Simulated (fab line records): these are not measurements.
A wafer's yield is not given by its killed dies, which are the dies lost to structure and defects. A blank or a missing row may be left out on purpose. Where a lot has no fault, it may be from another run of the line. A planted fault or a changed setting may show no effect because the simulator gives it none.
fab line records	flow sky130
record lots=12	wafers=36	last-day=50
route steps=708 shown LDD_LDN@302 SD_P@328 LI_CONTACT@376
lots with no fault: from the same line, run without faults
start-h: hours from the record's first day to the start of the lot's first wafer shown	wait-h: hours elapsed since this lot's preceding step	" unchanged from the row above	L1.1+2: one row covering several wafers at once	- either no value or no given start	* or withheld: withheld	< > ~ a bound
route shown NAME@n: NAME is a module with steps in the file, n the number in the route of the first one	usual: average and standard deviation across the fault-free wafers	same: alike in all rows	chamber/n: place in a boat	sites: the reading at each site	_std_site: their standard deviation	_edge_site: mean of outer sites minus mean of inner sites	radius-mm: how far each site lies from the wafer's centre	mask NAME#n: copy n	behind: tool/chamber where the wafer was last shaped	hold: reason for holding the lot/hours on hold/outcome of the hold	device: whichever transistor did not switch (one of n, p or np)	end of line: tests run on the same wafers once the route is complete	step lacking rows: just its recipe	killed: count of dies lost to structure and defects at first sort (not the wafer's yield)	map: the dies of a wafer, with x for killed, . for not killed, _ for no die there
set.NAME: the setting the step ran with; set.NAME@STEP: the setting that earlier step ran with	model.NAME: the simulator's own value behind a step, which no gauge read
one table for each step of the route and one row for each wafer, over a sample of lots
services: a tool's chamber out of use, with start hour (start-h, from the record's first day; less than 0 if before it), hours out, and reason
## steps
# step SKY_LDD_LDN_TW_MEAS_13
# usual LDD_LDN_TW=1485/7.1
lot.wafer	tool	chamber	start-h	wait-h	LDD_LDN_TW
L467.1	film-metro-04	-	519.49	0.1	1478
L467.5	"	-	"	"	1478
L467.6	"	-	"	"	1476
L468.1	film-metro-04	-	530.53	0.1	1483
L468.2	"	-	"	"	1482
L468.4	"	-	"	"	1484
L469.2	film-metro-02	-	541.49	0.1	1484
L469.4	"	-	"	"	1484
L469.6	"	-	"	"	1479
L470.1	film-metro-04	-	552.13	0.1	1478
L470.4	"	-	"	"	1473
L470.6	"	-	"	"	1476
L472.1	film-metro-02	-	577.68	0.1	1479
L472.2	"	-	"	"	1476
L472.6	"	-	"	"	1478
L473.1	film-metro-03	-	582.53	0.1	1486
L473.2	"	-	"	"	1487
L473.5	"	-	"	"	1479
L479.1	film-metro-04	-	633.58	0.1	1489
L479.3	"	-	"	"	1490
L479.4	"	-	"	"	1492
L483.1	film-metro-03	-	662.63	0.1	1471
L483.2	"	-	"	"	1475
L483.3	"	-	"	"	1485
L484.1	film-metro-02	-	667.74	0.1	1488
L484.5	"	-	"	"	1484
L484.6	"	-	"	"	1479
L486.1	film-metro-03	-	687.98	0.1	1486
L486.3	"	-	"	"	1488
L486.6	"	-	"	"	1482
L489.1	film-metro-03	-	712.44	0.1	1499
L489.2	"	-	"	"	1494
L489.3	"	-	"	"	1501
L490.2	film-metro-04	-	719.69	0.1	1484
L490.4	"	-	"	"	1487
L490.6	"	-	"	"	1489
# step SKY_SD_P_OVL_MEAS_08
# usual SD_P_OVL=0.0/1.5
lot.wafer	tool	chamber	start-h	wait-h	SD_P_OVL[nm]
L467.1	overlay-02	-	581.71	0.1	-3.6
L467.5	"	-	"	"	-0.1
L467.6	"	-	"	"	-0.1
L468.1	overlay-01	-	591.16	0.1	0.5
L468.2	"	-	"	"	0.5
L468.4	"	-	"	"	0.1
L469.2	overlay-01	-	602.77	0.1	-0.3
L469.4	"	-	"	"	-0.3
L469.6	"	-	"	"	-1.4
L470.1	overlay-01	-	613.21	0.1	-0.6
L470.4	"	-	"	"	-0.7
L470.6	"	-	"	"	-1.6
L472.1	overlay-01	-	639.01	0.1	0.3
L472.2	"	-	"	"	-1.8
L472.6	"	-	"	"	0.1
L473.1	overlay-01	-	641.81	0.1	-0.4
L473.2	"	-	"	"	0.6
L473.5	"	-	"	"	1.3
L479.1	overlay-01	-	691.94	0.1	2.2
L479.3	"	-	"	"	1.9
L479.4	"	-	"	"	0.1
L483.1	overlay-01	-	720.06	0.1	0.6
L483.2	"	-	"	"	1.8
L483.3	"	-	"	"	2.1
L484.1	overlay-01	-	729.36	0.1	0.5
L484.5	"	-	"	"	0.7
L484.6	"	-	"	"	1.9
L486.1	overlay-01	-	746.16	0.1	-2.1
L486.3	"	-	"	"	0.1
L486.6	"	-	"	"	-3.5
L489.1	overlay-01	-	769.46	0.1	3.0
L489.2	"	-	"	"	1.0
L489.3	"	-	"	"	1.2
L490.2	overlay-01	-	776.87	0.1	-0.1
L490.4	"	-	"	"	-0.6
L490.6	"	-	"	"	-0.7
# step SKY_LI_CONTACT_ETCH_14
# recipe chemistry=N2/H2	target=BARC	ion-energy-ev=200	source-w=500	bias-w=100	pressure-mtorr=30	n2-flow-sccm=100	h2-flow-sccm=200	stop-on=SiO2	time-s=45.9	target-depth-a=600
# usual drypump-motor-current-A=5.77/0.27	oes-product-au=0.854/0.0045	throttle-valve-pct=13.225/0.0082
# same time-s=45.9
lot.wafer	tool	chamber	start-h	wait-h	drypump-motor-current-A	oes-product-au	rf-hours-counter-h	throttle-valve-pct
L467.1	rie-diel-01	2	669.73	0.0	6.15	0.855	6	13.226
L467.5	"	0	"	"	5.92	0.849	-	13.235
L467.6	"	3	"	"	5.42	0.858	-	13.223
L468.1	rie-diel-03	0	679.66	0.0	6.03	0.850	6	13.221
L468.2	"	2	"	"	5.67	0.848	15	13.238
L468.4	"	1	"	"	5.68	0.861	8	13.212
L469.2	rie-diel-03	1	691.55	0.0	5.67	0.853	9	13.227
L469.4	"	2	"	"	5.65	0.857	15	13.229
L469.6	"	3	"	"	5.59	0.850	-	13.216
L470.1	rie-diel-01	0	700.30	0.0	5.91	0.853	7	13.212
L470.4	"	3	"	"	5.42	0.852	2	13.214
L470.6	"	3	"	"	5.42	0.848	-	13.218
L472.1	rie-diel-02	3	725.53	0.0	5.59	0.864	6	13.221
L472.2	"	0	"	"	6.16	0.857	50	13.227
L472.6	"	0	"	"	6.15	0.854	-	13.230
L473.1	rie-diel-02	3	728.25	0.0	5.61	0.855	6	13.220
L473.2	"	1	"	"	5.31	0.855	4	13.215
L473.5	"	2	"	"	6.05	0.847	-	13.227
L479.1	rie-diel-03	1	775.55	0.0	5.66	0.858	11	13.222
L479.3	"	3	"	"	5.58	0.852	3	13.217
L479.4	"	2	"	"	5.67	0.857	17	13.210
L483.1	rie-diel-01	1	803.83	0.0	5.80	0.852	4	13.221
L483.2	"	2	"	"	6.13	0.858	10	13.229
L483.3	"	0	"	"	5.90	0.846	9	13.229
L484.1	rie-diel-02	3	812.50	0.0	5.59	0.854	9	13.230
L484.5	"	0	"	"	6.14	0.854	-	13.220
L484.6	"	1	"	"	5.36	0.858	-	13.229
L486.1	rie-diel-01	0	828.05	0.0	5.92	0.853	10	13.217
L486.3	"	3	"	"	5.40	0.851	6	13.237
L486.6	"	2	"	"	6.16	0.852	-	13.228
L489.1	rie-diel-02	0	850.21	0.0	6.16	0.856	2	13.237
L489.2	"	2	"	"	6.07	0.849	13	13.228
L489.3	"	3	"	"	5.61	0.855	10	13.232
L490.2	rie-diel-03	2	856.48	0.0	5.64	0.851	19	13.223
L490.4	"	1	"	"	5.64	0.850	-	13.216
L490.6	"	3	"	"	5.58	0.851	-	13.223
# step SKY_LI_CONTACT_CVD_21
# recipe material=W	target-thk-nm=400	time-s=120.56	temp-c=400	pressure-torr=40
# usual heater-power-w=839/64	susceptor-temp-C=399.94/0.25
# same time-s=120.56
lot.wafer	tool	chamber	start-h	wait-h	heater-power-w	susceptor-temp-C
L467.1	cvd-w-01	0	670.29	0.0	818	400.22
L467.5	"	1	"	"	756	399.67
L467.6	"	0	"	"	810	400.21
L468.1	cvd-w-01	0	680.23	0.0	812	400.01
L468.2	"	1	"	"	737	400.05
L468.4	"	0	"	"	803	399.91
L469.2	cvd-w-01	1	692.12	0.0	761	400.06
L469.4	"	0	"	"	800	399.94
L469.6	"	1	"	"	779	399.95
L470.1	cvd-w-01	0	700.87	0.0	803	400.21
L470.4	"	1	"	"	778	400.41
L470.6	"	1	"	"	757	400.44
L472.1	cvd-w-01	1	726.10	0.0	758	399.53
L472.2	"	0	"	"	826	403.64
L472.6	"	0	"	"	844	403.66
L473.1	cvd-w-01	1	728.82	0.0	752	399.12
L473.2	"	0	"	"	826	403.18
L473.5	"	0	"	"	809	403.28
L479.1	cvd-w-02	0	776.11	0.0	910	399.99
L479.3	"	0	"	"	925	400.18
L479.4	"	1	"	"	846	399.99
L483.1	cvd-w-02	0	804.39	0.0	946	400.08
L483.2	"	1	"	"	862	400.02
L483.3	"	1	"	"	880	400.03
L484.1	cvd-w-02	0	813.09	0.0	947	399.73
L484.5	"	1	"	"	861	400.25
L484.6	"	0	"	"	921	399.92
L486.1	cvd-w-01	1	828.61	0.0	763	400.45
L486.3	"	1	"	"	760	400.03
L486.6	"	1	"	"	762	399.82
L489.1	cvd-w-02	1	850.77	0.0	879	400.00
L489.2	"	0	"	"	934	399.83
L489.3	"	0	"	"	931	400.01
L490.2	cvd-w-01	1	857.04	0.0	772	399.65
L490.4	"	1	"	"	778	399.83
L490.6	"	0	"	"	839	400.14
# step SKY_LI_CONTACT_RS_MEAS_22
# recipe thk-meas-gauge=four-point-probe	reads=W_of_LI_CONTACT_CVD_21+TiN_of_LI_CONTACT_SPUTTER_20+Ti_of_LI_CONTACT_SPUTTER_19
# usual LI_CONTACT_W_RS=0.286/0.0041
lot.wafer	tool	chamber	start-h	wait-h	LI_CONTACT_W_RS[ohm/sq]
L467.1	film-metro-02	-	670.41	0.1	0.284
L467.5	"	-	"	"	0.281
L467.6	"	-	"	"	0.286
L468.1	film-metro-04	-	680.36	0.1	0.288
L468.2	"	-	"	"	0.287
L468.4	"	-	"	"	0.287
L469.2	film-metro-01	-	692.27	0.1	0.282
L469.4	"	-	"	"	0.280
L469.6	"	-	"	"	0.282
L470.1	film-metro-04	-	701.00	0.1	0.286
L470.4	"	-	"	"	0.286
L470.6	"	-	"	"	0.286
L472.1	film-metro-01	-	726.23	0.1	0.285
L472.2	"	-	"	"	0.266
L472.6	"	-	"	"	0.264
L473.1	film-metro-04	-	728.95	0.1	0.288
L473.2	"	-	"	"	0.267
L473.5	"	-	"	"	0.270
L479.1	film-metro-01	-	776.23	0.1	0.290
L479.3	"	-	"	"	0.291
L479.4	"	-	"	"	0.282
L483.1	film-metro-02	-	804.51	0.1	0.291
L483.2	"	-	"	"	0.281
L483.3	"	-	"	"	0.280
L484.1	film-metro-04	-	813.22	0.1	0.296
L484.5	"	-	"	"	0.284
L484.6	"	-	"	"	0.292
L486.1	film-metro-01	-	828.73	0.1	0.293
L486.3	"	-	"	"	0.292
L486.6	"	-	"	"	0.292
L489.1	film-metro-02	-	850.89	0.1	0.280
L489.2	"	-	"	"	0.291
L489.3	"	-	"	"	0.284
L490.2	film-metro-01	-	857.18	0.1	0.286
L490.4	"	-	"	"	0.283
L490.6	"	-	"	"	0.287
# step SKY_LI_CONTACT_THK_MEAS_23
# recipe thk-meas-gauge=xrf	reads=W_of_LI_CONTACT_CVD_21
# usual LI_CONTACT_W_THK=407/7.1
lot.wafer	tool	chamber	start-h	wait-h	LI_CONTACT_W_THK[nm]
L467.1	film-metro-02	-	670.53	0.1	412
L467.5	"	-	"	"	422
L467.6	"	-	"	"	412
L468.1	film-metro-04	-	680.48	0.1	395
L468.2	"	-	"	"	397
L468.4	"	-	"	"	398
L469.2	film-metro-01	-	692.38	0.1	409
L469.4	"	-	"	"	415
L469.6	"	-	"	"	411
L470.1	film-metro-04	-	701.12	0.1	404
L470.4	"	-	"	"	405
L470.6	"	-	"	"	403
L472.1	film-metro-01	-	726.35	0.1	406
L472.2	"	-	"	"	432
L472.6	"	-	"	"	435
L473.1	film-metro-04	-	729.07	0.1	398
L473.2	"	-	"	"	428
L473.5	"	-	"	"	424
L479.1	film-metro-01	-	776.35	0.1	404
L479.3	"	-	"	"	401
L479.4	"	-	"	"	413
L483.1	film-metro-02	-	804.63	0.1	403
L483.2	"	-	"	"	417
L483.3	"	-	"	"	416
L484.1	film-metro-04	-	813.34	0.1	395
L484.5	"	-	"	"	411
L484.6	"	-	"	"	400
L486.1	film-metro-01	-	828.85	0.1	401
L486.3	"	-	"	"	400
L486.6	"	-	"	"	401
L489.1	film-metro-02	-	851.01	0.1	423
L489.2	"	-	"	"	406
L489.3	"	-	"	"	413
L490.2	film-metro-01	-	857.29	0.1	406
L490.4	"	-	"	"	408
L490.6	"	-	"	"	402
## services
tool	chamber	start-h	hours	kind
cvd-w-01	-	652.05	6.9	pm
rie-diel-01	2	654.32	5.8	repair
rie-diel-02	-	668.76	28.1	pm
rie-diel-03	-	686.08	1.0	repair
rie-diel-03	3	692.95	2.6	repair
rie-diel-02	-	715.54	2.8	pm
rie-diel-02	-	720.58	1.1	repair
rie-diel-02	0	728.51	-	clean
rie-diel-02	0	728.51	22.4	scheduled-down
rie-diel-02	0	728.51	22.4	vent-cycle
rie-diel-01	-	753.58	2.8	pm
rie-diel-02	1	757.36	6.3	repair
cvd-w-02	-	780.67	6.9	pm
rie-diel-02	0	796.00	15.3	repair
rie-diel-01	0	807.37	3.4	repair
cvd-w-02	1	824.18	12.7	repair
rie-diel-03	0	826.05	93.0	repair
rie-diel-01	2	856.68	12.7	repair
## key
first-sign step=SKY_LI_CONTACT_CVD_21	reading=susceptor-temp-C	direction=up	sigmas=14	usual=*	struck=*
effect step=SKY_LI_CONTACT_RS_MEAS_22	reading=LI_CONTACT_W_RS	direction=down	sigmas=4.7	usual=0.286	struck=0.267
effect step=SKY_LI_CONTACT_THK_MEAS_23	reading=LI_CONTACT_W_THK	direction=up	sigmas=3.2	usual=407	struck=430
met-at SKY_LI_CONTACT_CVD_21
struck-lots L472,L473
struck-wafers L472.2,L472.6,L473.2,L473.5
tester-left-out L472,L473
not-acting-at SKY_LDD_LDN_TW_MEAS_13,SKY_SD_P_OVL_MEAS_08,SKY_LI_CONTACT_ETCH_14
onset-between 700.87 726.10
fault kind=process-parameter-drift	tool=cvd-w-01	chamber=0	onset-h=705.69	steps=SKY_LI_CONTACT_CVD_21	channel=temp-c	offset=*	shape=step	end-h=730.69	acts-in=*	stated=*
# tester-left-out: of these lots the tester's yield and bins aren't shown, on N5 and GAA mostly nor the transistor test; their killed dies are dies lost to structure and defects alone, not to doping, threshold or leakage, so they don't give the yield
